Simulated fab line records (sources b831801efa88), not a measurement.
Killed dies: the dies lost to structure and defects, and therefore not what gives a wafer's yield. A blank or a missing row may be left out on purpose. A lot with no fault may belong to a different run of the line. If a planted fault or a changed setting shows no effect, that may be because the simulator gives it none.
Which tool did it? ; flow gf180mcu ; 39 wafers from 13 lots sampled at 5 of the route's 602 steps

WHAT THE GAUGES SHOWED, per wafer
GF_M3_THK_MEAS_06: measures by xrf. Usual: for M3_ALCU_THK the level is 449 nm and the standard deviation is 5.1.
lot;measured;on;M3_ALCU_THK (nm);flag
L755;day 22 09:56;film_metro-02;447 450 447;
L757;day 22 16:55;film_metro-04;451 456 455;
L758;day 22 20:46;film_metro-02;449 449 457;
L759;day 23 11:49;film_metro-02;447 446 447;
L761;day 24 07:49;film_metro-04;448 449 448;
L760;day 24 08:55;film_metro-04;438 447 445;
L762;day 24 14:19;film_metro-03;445 448 446;
L765;day 25 08:41;film_metro-03;455 451 450;
L767;day 25 18:56;film_metro-04;448 443 442;
L768;day 26 05:35;film_metro-02;449 448 444;
L771;day 27 09:48;film_metro-02;453 451 454;
L772;day 27 12:53;film_metro-02;454 458 458;
L773;day 27 18:10;film_metro-04;443 449 443;

GF_V3_THK_MEAS_03. Usual: for V3_CVD_02_THK the level is 844 nm and the standard deviation is 10.
lot;measured;on;V3_CVD_02_THK (nm);flag
L755;day 23 10:31;film_metro-02;838 850 839;
L757;day 23 16:48;film_metro-02;847 852 862;
L758;day 23 20:40;film_metro-03;846 839 846;
L759;day 24 12:00;film_metro-02;840 834 857;
L761;day 25 06:58;film_metro-01;842 865 855;
L760;day 25 07:55;film_metro-01;854 838 856;
L762;day 25 13:04;film_metro-03;843 856 846;
L765;day 26 07:31;film_metro-02;851 841 853;
L767;day 26 17:53;film_metro-02;852 853 838;
L768;day 27 04:08;film_metro-01;836 827 823;
L771;day 28 07:43;film_metro-02;840 848 854;
L772;day 28 09:59;film_metro-01;824 828 843;
L773;day 28 15:19;film_metro-01;843 845 849;

GF_V3_CD_MEAS_14: target cd 260 nm. Usual: 259.9 nm for cd_nm, sd 1.3.
lot;measured;on;cd_nm (nm);flag
L755;day 24 10:09;cd_sem-02;260.3 258.9 259.5;
L757;day 24 15:30;cd_sem-02;260.4 259.9 259.5;
L758;day 24 19:55;cd_sem-02;260.7 260.0 261.1;
L759;day 25 10:39;cd_sem-02;260.6 260.5 260.5;
L761;day 26 05:30;cd_sem-02;259.5 259.6 259.6;
L760;day 26 07:05;cd_sem-01;260.7 260.7 260.3;
L762;day 26 11:22;cd_sem-01;259.2 261.2 261.5;
L765;day 27 05:18;cd_sem-02;261.2 260.2 259.8;
L767;day 27 16:01;cd_sem-01;259.0 257.9 258.6;
L768;day 28 00:31;cd_sem-02;261.0 261.3 260.5;
L771;day 29 04:35;cd_sem-02;262.4 261.9 262.0;
L772;day 29 06:13;cd_sem-02;248.3 248.5 248.7;OFF
L773;day 29 11:06;cd_sem-01;247.2 247.0 246.8;OFF

WHAT TOOL EACH LOT RAN ON (gives the tool, then ch and the chambers of the sampled wafers, and finally the start)
lot;GF_M3_SPUTTER_02;GF_V3_EXPOSE_11
L755;pvd_sputter-01, day 22 09:44;krf_scanner-02 ch 0, day 23 22:33
L757;pvd_sputter-02, day 22 16:43;krf_scanner-01 ch 0, day 24 05:09
L758;pvd_sputter-03, day 22 20:34;krf_scanner-01 ch 0, day 24 09:01
L759;pvd_sputter-03, day 23 11:36;krf_scanner-02 ch 0, day 24 23:20
L761;pvd_sputter-01, day 24 07:36;krf_scanner-02 ch 0, day 25 18:13
L760;pvd_sputter-02, day 24 08:42;krf_scanner-01 ch 0, day 25 19:05
L762;pvd_sputter-01, day 24 14:05;krf_scanner-01 ch 0, day 26 00:43
L765;pvd_sputter-03, day 25 08:29;krf_scanner-01 ch 0, day 26 18:12
L767;pvd_sputter-02, day 25 18:42;krf_scanner-01 ch 0, day 27 06:14
L768;pvd_sputter-03, day 26 05:23;krf_scanner-01 ch 0, day 27 14:31
L771;pvd_sputter-03, day 27 09:35;krf_scanner-01 ch 0, day 28 17:59
L772;pvd_sputter-02, day 27 12:40;krf_scanner-01 ch 0, day 28 20:22
L773;pvd_sputter-01, day 27 17:57;krf_scanner-01 ch 0, day 29 01:54
- GF_M3_SPUTTER_02: material AlCu, target thk 450 nm, time 23.9 s.
- GF_V3_EXPOSE_11: exposes mask Via3, target cd 260 nm.

AS READ BY THE TOOLS THEMSELVES (means over the sampled wafers that have a number; for cases with no such wafer, the mark the record gives instead)
GF_M3_SPUTTER_02. Usual: 30.3 % for throttle_valve_pct, sd 1.4.
lot;tool;throttle_valve_pct (%);flag
L755;pvd_sputter-01;30.0;
L757;pvd_sputter-02;30.1;
L758;pvd_sputter-03;30.1;
L759;pvd_sputter-03;30.1;
L761;pvd_sputter-01;29.4;
L760;pvd_sputter-02;30.0;
L762;pvd_sputter-01;29.4;
L765;pvd_sputter-03;31.1;
L767;pvd_sputter-02;30.2;
L768;pvd_sputter-03;30.8;
L771;pvd_sputter-03;30.7;
L772;pvd_sputter-02;30.4;
L773;pvd_sputter-01;29.8;

GF_V3_EXPOSE_11. Usual: 37.93 for exposure_dose_mJ_cm2, sd 0.039.
lot;tool;exposure_dose_mJ_cm2;flag
L755;krf_scanner-02;37.89;
L757;krf_scanner-01;38.03;
L758;krf_scanner-01;37.96;
L759;krf_scanner-02;37.91;
L761;krf_scanner-02;37.94;
L760;krf_scanner-01;37.99;
L762;krf_scanner-01;37.96;
L765;krf_scanner-01;37.94;
L767;krf_scanner-01;37.90;
L768;krf_scanner-01;37.91;
L771;krf_scanner-01;37.93;
L772;krf_scanner-01;35.37;OFF
L773;krf_scanner-01;35.36;OFF

THE ANSWER, worked out from the rows above alone
Rule: a lot is off if the mean of its wafers that have a number lies more than 3 standard deviations from the usual mean. Also off: a lot with no number at a reading for which 4 or more lots have one. All remaining lots with rows at the step are treated as sound. After the gauges, taken in route order, come the tools' own readings; for these a lot's mean is taken, as printed above. The first step at which some lot is off is used, and at that step the reading that is off furthest; a lot without a number counts as furthest.
Off: L772, L773, at GF_V3_CD_MEAS_14 (cd_nm).
A tool fits if, at a process step before that reading, it ran every lot that is off, and no sound lot after the first of them. Not tried: the gauges at GF_V3_CD_MEAS_14; whatever is off there is also off at GF_V3_EXPOSE_11, on other tools, and gauge error can't account for it. One fits: GF_V3_EXPOSE_11 on krf_scanner-01. A fault onset in the window from L771 (day 28 17:59, its last sound lot) to L772 (day 28 20:22, its first lot off) fits.
The tool's own readings at GF_V3_EXPOSE_11 bear it out: on the lots that are off they differ by more than 5 times the standard deviation of the sound lots' means. exposure_dose_mJ_cm2 reads 35.36 there against 37.94 on the sound lots.

WHAT HAD BEEN PUT IN BY THE SIMULATOR
Process parameter drift: krf_scanner-01, from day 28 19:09 on, at GF_V3_EXPOSE_11. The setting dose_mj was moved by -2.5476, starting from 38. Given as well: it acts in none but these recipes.
Struck lots among those shown: L772, L773. The same result came from the rule above.
